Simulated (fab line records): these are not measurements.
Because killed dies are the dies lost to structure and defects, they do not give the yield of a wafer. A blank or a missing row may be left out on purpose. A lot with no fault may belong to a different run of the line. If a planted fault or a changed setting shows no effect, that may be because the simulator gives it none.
A lot that was struck, set against a sound lot + flow sky130 + 31 steps out of a route of 708
Sound: the wafers L129.1, L129.3, L129.6. Struck: wafer L125.1; the same lot's L125.5 was not struck, so it is left out; see the end for the cause.
Each step with rows lists, per side, the tool, then ch with its chambers, then its first start. Under that, the readings that differ: sound wafers + struck wafers + difference of the means + sigmas: that difference in standard deviations of wafers without a fault.
alike: readings with means less than 2 such deviations apart, plus words and numbers identical on both sides. not compared: withheld readings, readings lacking a value on some wafer, bounds such as >300 that could conceal the same value, and numbers that have no deviation in the record and whose values overlap.
The two part at a step that has a row with sigmas, a row that says differs or no value, or rows on one side only. Non-overlapping numbers with no deviation appear without sigmas and do not part them. A reading that every wafer of one side lacks parts them only if that side has two wafers or more.

SKY_LI_CONTACT_OVL_MEAS_13:
  sound on overlay-01 at day 36 01:46; struck on overlay-02 at day 34 13:16
  alike: LI_CONTACT_OVL
SKY_LI_CONTACT_ETCH_14: etches BARC in N2/H2, stops on SiO2, time 45.9 s, target depth 60 nm.
  sound on rieDiel-02 ch 0,1, day 36 01:47; struck on rieDiel-02 ch 2, day 34 13:17
  alike: biasW, drypumpMotorCurrentA, oesProductAu, throttleValvePct
  not compared: rfHoursCounterH
SKY_LI_CONTACT_ETCH_15: etches PSG in C4F8/O2/Ar, stops on Si, target depth 600 nm.
  sound on rieDiel-02 ch 0,1, day 36 01:50; struck on rieDiel-02 ch 2, day 34 13:20
  alike: biasW, oesProductAu
then, 4 steps without rows for these wafers: SKY_LI_CONTACT_STRIP_16 (strips in O2/N2); SKY_LI_CONTACT_CLEAN_17 (cleans in NMP, time 600 s); SKY_LI_CONTACT_PRE_CLEAN_18 (time 5.6 s); SKY_LI_CONTACT_SPUTTER_19 (material Ti, target thk 20 nm, time 106.37 s).
SKY_LI_CONTACT_SPUTTER_20: material TiN, target thk 20 nm, time 80 s.
  sound on pvdSputter-04 at day 36 02:19; struck on pvdSputter-02 at day 34 13:47
  alike: throttleValvePct
then, 1 step without rows for these wafers: SKY_LI_CONTACT_CVD_21 (deposits W, target thk 400 nm, time 120.56 s).
SKY_LI_CONTACT_RS_MEAS_22: uses a four-point probe to measure.
  sound on filmMetro-02 at day 36 02:31; struck on filmMetro-03 at day 34 13:59
  alike: LI_CONTACT_W_RS
SKY_LI_CONTACT_THK_MEAS_23: measures by xrf.
  sound on filmMetro-02 at day 36 02:38; struck on filmMetro-03 at day 34 14:06
  alike: LI_CONTACT_W_THK
SKY_LI_CONTACT_CMP_24: polishes, stops on PSG, t overpolish 20 s, target thk 0 nm.
  sound on cmp-02 ch 1,3, day 36 02:44; struck on cmp-01 ch 2, day 34 14:10
  alike: motorCurrentA, overpolishRunS, timeToEndpointS
SKY_LOCAL_INTERCONNECT_SPUTTER_00: material TiN, target thk 100 nm, time 83.3 s.
  sound on pvdSputter-01 at day 36 02:59; struck on pvdSputter-04 at day 34 14:28
| reading                                               | sound           | struck | difference | sigmas |
|-------------------------------------------------------|-----------------|--------|------------|--------|
| model.TiN_of_LOCAL_INTERCONNECT_SPUTTER_00.thkNm (nm) | 100.7 101.6 101 | 95.88  | -5.22      |        |
  alike: throttleValvePct
SKY_LOCAL_INTERCONNECT_RS_MEAS_01: uses a four-point probe to measure.
  sound on filmMetro-01 at day 36 03:03; struck on filmMetro-01 at day 34 14:31
| reading                            | sound             | struck | difference | sigmas |
|------------------------------------|-------------------|--------|------------|--------|
| LOCAL_INTERCONNECT_TIN_RS (ohm/sq) | 14.06 13.89 14.02 | 14.79  | +0.80      | +4     |
SKY_LOCAL_INTERCONNECT_THK_MEAS_02: measures by xrf.
  sound on filmMetro-01 at day 36 03:10; struck on filmMetro-01 at day 34 14:38
| reading                         | sound            | struck | difference | sigmas |
|---------------------------------|------------------|--------|------------|--------|
| LOCAL_INTERCONNECT_TIN_THK (nm) | 100.2 101.1 99.9 | 95.4   | -5.0       | -4     |
then, 8 steps without rows for these wafers: SKY_LOCAL_INTERCONNECT_DEHYDRATE_03 (time 60 s); SKY_LOCAL_INTERCONNECT_HMDS_04 (prime time 60 s); SKY_LOCAL_INTERCONNECT_COAT_05 (resist thk 60 nm); SKY_LOCAL_INTERCONNECT_COAT_06 (resist thk 450 nm); SKY_LOCAL_INTERCONNECT_SOFTBAKE_07 (time 90 s); SKY_LOCAL_INTERCONNECT_EXPOSE_08 (exposes mask LI1M, target cd 170 nm); SKY_LOCAL_INTERCONNECT_PEB_09; SKY_LOCAL_INTERCONNECT_DEVELOP_10 (develop time 60 s).
SKY_LOCAL_INTERCONNECT_CD_MEAS_11: target cd 170 nm.
  sound on cdSem-01 at day 37 05:09; struck on cdSem-01 at day 35 16:54
  alike: cdNm
SKY_LOCAL_INTERCONNECT_OVL_MEAS_12:
  sound on overlay-01 at day 37 05:16; struck on overlay-02 at day 35 17:01
  alike: LOCAL_INTERCONNECT_OVL
then, 1 step without rows for these wafers: SKY_LOCAL_INTERCONNECT_ETCH_13 (etches BARC in N2/H2, stops on SiO2, time 45.9 s, target depth 60 nm).
SKY_LOCAL_INTERCONNECT_METAL_ETCH_14: etches TiN in Cl2/BCl3, stops on PSG, target depth 110 nm, time 31.4 s.
  sound on rieMetal-01 ch 0,1, day 37 05:22; struck on rieMetal-04 ch 1, day 35 17:07
| reading             | sound             | struck | difference | sigmas |
|---------------------|-------------------|--------|------------|--------|
| oesProductAu (a.u.) | 0.954 0.941 0.940 | 0.914  | -0.031     | -4     |
  alike: bcl3FlowSccm, biasW, drypumpMotorCurrentA, heBacksideLeakSccm, throttleValvePct
  not compared: rfHoursCounterH
SKY_LOCAL_INTERCONNECT_STRIP_15: strips in O2/N2.
  sound on plasmaAsher-04 ch 1, day 37 05:25; struck on plasmaAsher-01 ch 0, day 35 17:10
  alike: drypumpMotorCurrentA, oesProductAu, stripTimeToEndpointS
  not compared: rfHoursCounterH
SKY_LOCAL_INTERCONNECT_STRIP_16: strips in post etch residue remover, time 1200 s.
  sound on wetBench-03 ch 1, day 37 05:31; struck on wetBench-03 ch 2, day 35 17:16
| reading                                               | sound             | struck | difference | sigmas |
|-------------------------------------------------------|-------------------|--------|------------|--------|
| model.TiN_of_LOCAL_INTERCONNECT_SPUTTER_00.thkNm (nm) | 100.2 101.2 100.6 | 95.47  | -5.20      |        |
  alike: bathGuardTempC, bathHeatDutyPct
then, 1 step without rows for these wafers: SKY_LOCAL_INTERCONNECT_CLEAN_17 (cleans in IPA, time 180 s).
-- the record jumps here: 14 days lie between the struck wafers' starts before and after (it left off in module LOCAL_INTERCONNECT and takes up again in module PAD_OPEN, whose first step shown is number 708 of the route) --
SKY_PAD_OPEN_PROBE_99:
  sound on prober-01 at day 50 13:25; struck on prober-01 at day 49 15:19
| reading                     | sound             | struck | difference | sigmas |
|-----------------------------|-------------------|--------|------------|--------|
| model.etest.resLi.lineOhmUm | 74.85 72.44 73.57 | 79.43  | +5.81      |        |
| model.etest.resLi.rsOhmSq   | 12.77 12.61 12.73 | 13.39  | +0.69      |        |

WHERE THEY PART
First at SKY_LOCAL_INTERCONNECT_RS_MEAS_01; last, within this record, at SKY_LOCAL_INTERCONNECT_METAL_ETCH_14. Later steps at which nothing parts them and some readings are alike: SKY_LOCAL_INTERCONNECT_STRIP_15, SKY_LOCAL_INTERCONNECT_STRIP_16.

WHY: what had been put in by the simulator
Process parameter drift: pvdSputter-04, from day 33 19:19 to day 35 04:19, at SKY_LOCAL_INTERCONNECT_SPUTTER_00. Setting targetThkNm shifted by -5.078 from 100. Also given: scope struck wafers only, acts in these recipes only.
